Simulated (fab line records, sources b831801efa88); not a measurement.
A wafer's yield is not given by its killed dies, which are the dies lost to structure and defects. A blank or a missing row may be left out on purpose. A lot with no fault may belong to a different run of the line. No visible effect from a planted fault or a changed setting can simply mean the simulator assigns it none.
fab line records ; flow gf180mcu
[record] lots = 12; wafers = 36; last-day = 34
route steps=602 shown HV_LDD@230 CONTACT@288
lots untouched by any fault: they come from a run of this same line in which no faults occurred
start-h: start of the lot's first displayed wafer, in hours after the record's first day ; wait-h: hours from the lot's prior step to this one ; " same as the row above ; L1.1+2: several wafers, shown together as one row ; - either no value or no given start ; * or withheld: withheld ; < > ~ a bound
route shown NAME@n: names a module that has steps shown in the file, with the first one's number in the route ; usual: the fault-free wafers' mean and standard deviation ; same: alike in all rows ; chamber/n: place in a boat ; sites: each site's reading ; _std_site: the values' standard deviation ; _edge_site: mean of outer sites minus mean of inner sites ; radius-mm: for every site, how far away it sits from the centre of the wafer ; mask NAME#n: copy n ; behind: the last tool/chamber to shape the wafer ; hold: what put the lot on hold/how long, in hours/how the hold closed ; device: the n, p or np transistor that did not switch ; end of line: the tests these same wafers got at the end of their route ; a step without rows: its recipe alone ; killed: dies that structure and defects cost at the first sort, which is not the same as the wafer's yield ; map: per-die view of a wafer (x killed, . not killed, _ where there is no die)
set.NAME: the setting the step ran with; set.NAME@STEP: the setting that earlier step ran with ; model.NAME: the simulator's own value behind a step, which no gauge read
route steps across a sampled set of lots; one table per step, one row per wafer
services: from which hour (start-h, from the record's first day; less than 0 if before it) a tool's chamber was out of use, for how many hours, and why
[[steps]]
[step GF_HV_LDD_CVD_54]
[recipe] material = SiO2; target-thk-nm = 10; precursor = TEOS; temp-c = 680; time-s = 75; pressure-mtorr = 400
[usual] spike-tc-bottom-C = 701.5/1.8; spike-tc-centre-C = 680.9/1.3; spike-tc-lower-C = 680.2/1.1; spike-tc-top-C = 695.1/1.9; spike-tc-upper-C = 679.9/1.5
lot.wafer;tool;chamber;start-h;wait-h;spike-tc-bottom-C;spike-tc-centre-C;spike-tc-lower-C;spike-tc-top-C;spike-tc-upper-C
L464.1;lpcvd-01;1;284.05;0.9;703.0;679.9;681.2;695.1;680.3
L464.5;lpcvd-01;1;284.05;0.9;701.3;679.6;678.9;697.1;680.8
L464.6;lpcvd-01;1;284.05;0.9;703.3;680.4;679.9;695.4;679.3
L465.1;lpcvd-02;1;300.01;0.1;700.9;680.7;678.9;693.5;679.5
L465.2;lpcvd-02;1;300.01;0.1;701.9;681.2;679.9;694.3;679.9
L465.4;lpcvd-02;1;300.01;0.1;700.8;679.0;681.4;695.5;677.8
L466.1;lpcvd-01;1;301.79;0.7;703.5;679.8;679.4;694.1;680.9
L466.2;lpcvd-01;1;301.79;0.7;700.3;679.6;682.8;694.6;680.5
L466.5;lpcvd-01;1;301.79;0.7;699.3;680.9;680.1;695.0;680.7
L467.2;lpcvd-01;1;303.32;0.3;702.6;680.9;679.8;694.8;680.2
L467.4;lpcvd-01;1;303.32;0.3;700.5;680.8;681.3;695.2;679.9
L467.6;lpcvd-01;1;303.32;0.3;701.4;681.8;679.3;694.3;679.4
L469.1;lpcvd-02;0;325.84;1.0;703.1;682.6;679.0;693.7;677.5
L469.3;lpcvd-02;0;325.84;1.0;703.5;683.2;679.0;691.9;677.2
L469.4;lpcvd-02;0;325.84;1.0;703.7;681.4;679.0;693.8;678.0
L471.2;lpcvd-01;1;347.41;0.1;701.6;680.0;681.1;694.7;679.0
L471.3;lpcvd-01;1;347.41;0.1;702.6;679.8;680.3;695.6;680.2
L471.5;lpcvd-01;1;347.41;0.1;703.2;681.1;680.1;694.4;681.2
L472.1;lpcvd-01;0;348.43;0.8;698.9;679.5;680.9;697.3;681.7
L472.4;lpcvd-01;0;348.43;0.8;698.7;682.2;678.8;698.5;681.6
L472.5;lpcvd-01;0;348.43;0.8;700.5;680.9;679.9;698.8;680.5
L473.1;lpcvd-02;0;354.66;0.1;704.0;683.4;678.3;693.7;679.4
L473.3;lpcvd-02;0;354.66;0.1;703.5;681.6;679.8;694.8;677.9
L473.6;lpcvd-02;0;354.66;0.1;704.6;682.9;678.8;692.6;677.3
L481.1;lpcvd-02;0;421.01;0.1;713.1;694.3;688.4;702.8;687.0
L481.2;lpcvd-02;0;421.01;0.1;713.9;691.3;689.8;701.3;689.0
L481.6;lpcvd-02;0;421.01;0.1;712.4;694.0;689.5;702.4;687.0
L483.1;lpcvd-01;0;443.52;0.1;698.3;679.4;681.7;697.3;680.4
L483.3;lpcvd-01;0;443.52;0.1;698.9;680.3;681.6;698.6;681.9
L483.6;lpcvd-01;0;443.52;0.1;699.0;680.5;680.1;698.8;680.7
L484.3;lpcvd-01;0;446.50;0.1;700.3;679.2;679.8;697.7;680.6
L484.4;lpcvd-01;0;446.50;0.1;699.4;679.5;678.7;697.8;679.7
L484.6;lpcvd-01;0;446.50;0.1;700.4;680.1;681.0;696.9;679.3
L485.4;lpcvd-01;1;449.17;0.0;702.4;679.8;679.2;695.0;681.7
L485.5;lpcvd-01;1;449.17;0.0;700.8;677.0;681.7;695.2;680.2
L485.6;lpcvd-01;1;449.17;0.0;702.0;680.3;680.3;695.2;681.5
[step GF_HV_LDD_THK_MEAS_55]
[recipe] reads = SiO2_of_HV_LDD_CVD_54
[usual] HV_LDD_CVD_54_THK = 9.99/0.12
lot.wafer;tool;chamber;start-h;wait-h;HV_LDD_CVD_54_THK[nm]
L464.1;film-metro-02;-;285.07;0.0;10.05
L464.5;film-metro-02;-;285.07;0.0;10.17
L464.6;film-metro-02;-;285.07;0.0;10.06
L465.1;film-metro-02;-;301.03;0.0;10.18
L465.2;film-metro-02;-;301.03;0.0;10.21
L465.4;film-metro-02;-;301.03;0.0;10.06
L466.1;film-metro-02;-;303.32;0.0;10.07
L466.2;film-metro-02;-;303.32;0.0;10.12
L466.5;film-metro-02;-;303.32;0.0;10.16
L467.2;film-metro-01;-;304.86;0.0;9.77
L467.4;film-metro-01;-;304.86;0.0;9.69
L467.6;film-metro-01;-;304.86;0.0;9.77
L469.1;film-metro-02;-;326.86;0.0;9.97
L469.3;film-metro-02;-;326.86;0.0;9.80
L469.4;film-metro-02;-;326.86;0.0;9.96
L471.2;film-metro-04;-;348.44;0.0;10.07
L471.3;film-metro-04;-;348.44;0.0;10.06
L471.5;film-metro-04;-;348.44;0.0;10.03
L472.1;film-metro-01;-;349.45;0.0;10.02
L472.4;film-metro-01;-;349.45;0.0;9.93
L472.5;film-metro-01;-;349.45;0.0;9.98
L473.1;film-metro-02;-;355.68;0.0;9.93
L473.3;film-metro-02;-;355.68;0.0;9.96
L473.6;film-metro-02;-;355.68;0.0;9.90
L481.1;film-metro-01;-;422.54;0.0;12.59
L481.2;film-metro-01;-;422.54;0.0;12.49
L481.6;film-metro-01;-;422.54;0.0;12.50
L483.1;film-metro-01;-;444.54;0.0;9.90
L483.3;film-metro-01;-;444.54;0.0;10.06
L483.6;film-metro-01;-;444.54;0.0;9.97
L484.3;film-metro-02;-;447.55;0.0;9.90
L484.4;film-metro-02;-;447.55;0.0;10.06
L484.6;film-metro-02;-;447.55;0.0;9.91
L485.4;film-metro-02;-;450.22;0.0;10.10
L485.5;film-metro-02;-;450.22;0.0;9.92
L485.6;film-metro-02;-;450.22;0.0;9.97
[step GF_CONTACT_THK_MEAS_01]
[recipe] reads = SiO2_of_CONTACT_CVD_00
[usual] CONTACT_CVD_00_THK = 299.2/3
lot.wafer;tool;chamber;start-h;wait-h;CONTACT_CVD_00_THK[nm]
L464.1;film-metro-02;-;352.69;0.0;297.4
L464.5;film-metro-02;-;352.69;0.0;300.1
L464.6;film-metro-02;-;352.69;0.0;297.7
L465.1;film-metro-04;-;369.02;0.0;295.7
L465.2;film-metro-04;-;369.02;0.0;299.5
L465.4;film-metro-04;-;369.02;0.0;302.2
L466.1;film-metro-02;-;372.47;0.0;299.4
L466.2;film-metro-02;-;372.47;0.0;298.1
L466.5;film-metro-02;-;372.47;0.0;296.5
L467.2;film-metro-01;-;375.43;0.0;301.8
L467.4;film-metro-01;-;375.43;0.0;298.2
L467.6;film-metro-01;-;375.43;0.0;298.1
L469.1;film-metro-01;-;399.72;0.0;302.5
L469.3;film-metro-01;-;399.72;0.0;303.8
L469.4;film-metro-01;-;399.72;0.0;300.9
L471.2;film-metro-02;-;420.07;0.0;294.2
L471.3;film-metro-02;-;420.07;0.0;292.3
L471.5;film-metro-02;-;420.07;0.0;296.5
L472.1;film-metro-02;-;423.06;0.0;299.2
L472.4;film-metro-02;-;423.06;0.0;300.2
L472.5;film-metro-02;-;423.06;0.0;297.4
L473.1;film-metro-02;-;428.31;0.0;300.4
L473.3;film-metro-02;-;428.31;0.0;297.8
L473.6;film-metro-02;-;428.31;0.0;300.4
L481.1;film-metro-02;-;499.02;0.0;298.5
L481.2;film-metro-02;-;499.02;0.0;301.7
L481.6;film-metro-02;-;499.02;0.0;300.0
L483.1;film-metro-04;-;519.13;0.0;294.5
L483.3;film-metro-04;-;519.13;0.0;303.4
L483.6;film-metro-04;-;519.13;0.0;298.6
L484.3;film-metro-01;-;522.25;0.0;299.6
L484.4;film-metro-01;-;522.25;0.0;299.2
L484.6;film-metro-01;-;522.25;0.0;302.7
L485.4;film-metro-01;-;525.11;0.0;293.8
L485.5;film-metro-01;-;525.11;0.0;295.6
L485.6;film-metro-01;-;525.11;0.0;303.6
[step GF_CONTACT_CVD_02]
[recipe] material = SiO2; target-thk-nm = 860; precursor = TEOS; temp-c = 400; time-s = 95.992; rf-w = 600
[usual] heater-power-outer-w = 382/88; heater-power-w = 661/120
lot.wafer;tool;chamber;start-h;wait-h;heater-power-outer-w;heater-power-w
L464.1;pecvd-04;2;352.75;0.1;273;491
L464.5;pecvd-04;2;352.75;0.1;309;547
L464.6;pecvd-04;0;352.75;0.1;341;591
L465.1;pecvd-03;2;369.08;0.1;588;931
L465.2;pecvd-03;0;369.08;0.1;332;608
L465.4;pecvd-03;0;369.08;0.1;375;656
L466.1;pecvd-01;1;372.53;0.1;450;787
L466.2;pecvd-01;2;372.53;0.1;423;636
L466.5;pecvd-01;2;372.53;0.1;466;703
L467.2;pecvd-01;1;375.48;0.0;393;687
L467.4;pecvd-01;0;375.48;0.0;318;586
L467.6;pecvd-01;2;375.48;0.0;462;697
L469.1;pecvd-03;0;399.78;0.1;350;631
L469.3;pecvd-03;2;399.78;0.1;594;982
L469.4;pecvd-03;1;399.78;0.1;369;655
L471.2;pecvd-03;0;420.12;0.0;386;700
L471.3;pecvd-03;2;420.12;0.0;529;898
L471.5;pecvd-03;0;420.12;0.0;279;551
L472.1;pecvd-03;2;423.12;0.1;526;872
L472.4;pecvd-03;1;423.12;0.1;369;677
L472.5;pecvd-03;2;423.12;0.1;569;933
L473.1;pecvd-04;1;428.37;0.1;282;531
L473.3;pecvd-04;2;428.37;0.1;274;503
L473.6;pecvd-04;2;428.37;0.1;316;545
L481.1;pecvd-04;0;499.08;0.1;341;569
L481.2;pecvd-04;1;499.08;0.1;311;598
L481.6;pecvd-04;1;499.08;0.1;231;470
L483.1;pecvd-01;0;519.19;0.1;409;712
L483.3;pecvd-01;1;519.19;0.1;481;822
L483.6;pecvd-01;2;519.19;0.1;505;740
L484.3;pecvd-03;1;522.29;0.0;380;680
L484.4;pecvd-03;0;522.29;0.0;378;696
L484.6;pecvd-03;2;522.29;0.0;526;867
L485.4;pecvd-03;0;525.17;0.1;383;680
L485.5;pecvd-03;1;525.17;0.1;364;650
L485.6;pecvd-03;2;525.17;0.1;602;966
[step GF_CONTACT_ETCH_16]
[recipe] chemistry = N2/H2; target-depth-a = withheld; overetch-a = withheld; time-s = withheld; target = BARC; ion-energy-ev = 200; source-w = 500; bias-w = 100; pressure-mtorr = 30; n2-flow-sccm = 100; h2-flow-sccm = 200
[usual] drypump-motor-current-A = 5.7/0.59; h2-flow-sccm = 200.1/0.58; oes-product-au = 0.855/0.0049; throttle-valve-pct = 13.224/0.0093
lot.wafer;tool;chamber;start-h;wait-h;drypump-motor-current-A;h2-flow-sccm;oes-product-au;throttle-valve-pct
L464.1;rie-diel-03;1;375.56;0.0;5.5;200.6;0.864;13.221
L464.5;rie-diel-03;3;375.56;0.0;6.0;199.6;0.860;13.220
L464.6;rie-diel-03;0;375.56;0.0;5.5;199.4;0.854;13.229
L465.1;rie-diel-02;2;392.07;0.0;4.8;200.7;0.858;13.220
L465.2;rie-diel-02;1;392.07;0.0;5.8;200.3;0.851;13.220
L465.4;rie-diel-02;3;392.07;0.0;5.7;200.2;0.848;13.238
L466.1;rie-diel-02;2;396.21;0.0;4.9;201.4;0.853;13.229
L466.2;rie-diel-02;1;396.21;0.0;5.8;200.7;0.847;13.229
L466.5;rie-diel-02;3;396.21;0.0;5.7;200.2;0.861;13.218
L467.2;rie-diel-02;0;398.97;0.0;4.9;199.5;0.857;13.229
L467.4;rie-diel-02;1;398.97;0.0;5.8;200.6;0.853;13.212
L467.6;rie-diel-02;0;398.97;0.0;4.9;199.6;0.849;13.227
L469.1;rie-diel-03;1;423.74;0.0;5.5;200.3;0.852;13.223
L469.3;rie-diel-03;2;423.74;0.0;6.7;200.2;0.856;13.228
L469.4;rie-diel-03;0;423.74;0.0;5.5;200.6;0.856;13.219
L471.2;rie-diel-03;3;444.91;0.0;6.0;199.1;0.860;13.219
L471.3;rie-diel-03;2;444.91;0.0;6.7;200.6;0.845;13.221
L471.5;rie-diel-03;2;444.91;0.0;6.7;200.5;0.861;13.221
L472.1;rie-diel-02;2;447.86;0.0;4.9;199.1;0.847;13.221
L472.4;rie-diel-02;3;447.86;0.0;5.7;200.3;0.853;13.240
L472.5;rie-diel-02;2;447.86;0.0;4.8;200.4;0.858;13.216
L473.1;rie-diel-03;3;453.62;0.0;6.0;200.1;0.846;13.228
L473.3;rie-diel-03;2;453.62;0.0;6.7;198.9;0.859;13.226
L473.6;rie-diel-03;2;453.62;0.0;6.7;199.5;0.853;13.239
L481.1;rie-diel-02;2;523.01;0.0;4.9;200.2;0.862;13.212
L481.2;rie-diel-02;0;523.01;0.0;4.9;200.8;0.848;13.227
L481.6;rie-diel-02;0;523.01;0.0;4.9;201.0;0.861;13.227
L483.1;rie-diel-03;3;542.62;0.0;6.0;199.3;0.859;13.227
L483.3;rie-diel-03;1;542.62;0.0;5.5;200.1;0.855;13.219
L483.6;rie-diel-03;2;542.62;0.0;6.7;200.1;0.862;13.226
L484.3;rie-diel-01;1;545.66;0.0;5.7;200.2;0.860;13.224
L484.4;rie-diel-01;3;545.66;0.0;5.8;200.5;0.853;13.215
L484.6;rie-diel-01;0;545.66;0.0;5.3;201.7;0.855;13.232
L485.4;rie-diel-02;1;548.56;0.0;5.8;199.6;0.854;13.210
L485.5;rie-diel-02;2;548.56;0.0;4.9;199.5;0.853;13.224
L485.6;rie-diel-02;3;548.56;0.0;5.7;200.3;0.861;13.233
[[services]]
tool;chamber;start-h;hours;kind
pecvd-04;-;279.50;20.4;repair
rie-diel-02;-;283.69;0.2;repair
pecvd-03;0;298.83;3.5;repair
rie-diel-02;-;300.34;14.6;pm
rie-diel-02;-;340.84;1.8;repair
pecvd-03;0;391.96;4.1;repair
rie-diel-03;-;395.44;1.2;repair
pecvd-03;1;403.50;11.4;repair
lpcvd-01;-;411.14;1.9;repair
rie-diel-02;-;424.54;0.6;repair
rie-diel-03;3;425.06;3.2;repair
rie-diel-03;2;434.14;8.1;repair
pecvd-03;0;435.28;14.0;repair
rie-diel-03;1;438.92;42.7;repair
rie-diel-02;0;464.94;13.4;repair
rie-diel-03;-;465.91;2.8;pm
pecvd-03;1;481.08;7.5;repair
lpcvd-02;-;493.77;2.8;pm
pecvd-03;-;497.10;1.2;repair
lpcvd-01;-;522.02;14.6;pm
rie-diel-03;1;532.09;4.3;repair
pecvd-03;-;536.75;2.4;repair
rie-diel-02;-;537.20;4.3;pm
rie-diel-03;0;541.63;13.8;repair
[[key]]
[first-sign] step = GF_HV_LDD_CVD_54; reading = spike-tc-centre-C; direction = up; sigmas = 9.1; usual = 680.9; struck = 693.2
[effect] step = GF_HV_LDD_CVD_54; reading = spike-tc-lower-C; direction = up; sigmas = 8.3; usual = 680.2; struck = 689.3
[effect] step = GF_HV_LDD_THK_MEAS_55; reading = HV_LDD_CVD_54_THK; direction = up; sigmas = 21; usual = 9.99; struck = 12.53
met-at GF_HV_LDD_CVD_54
struck-lots L481
struck-wafers L481.1,L481.2,L481.6
tester-left-out L481
not-acting-at GF_CONTACT_THK_MEAS_01,GF_CONTACT_CVD_02,GF_CONTACT_ETCH_16
onset-between 354.66 421.01
[fault] kind = process-parameter-drift; tool = lpcvd-02; chamber = 0; onset-h = 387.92; steps = GF_HV_LDD_CVD_54; channel = temp-c; offset = *; shape = step; end-h = 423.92; acts-in = *; stated = *
// tester-left-out: of these lots the tester's yield and bins aren't shown, on N5 and GAA mostly nor the transistor test; their killed dies are dies lost to structure and defects alone, not to doping, threshold or leakage, so they don't give the yield
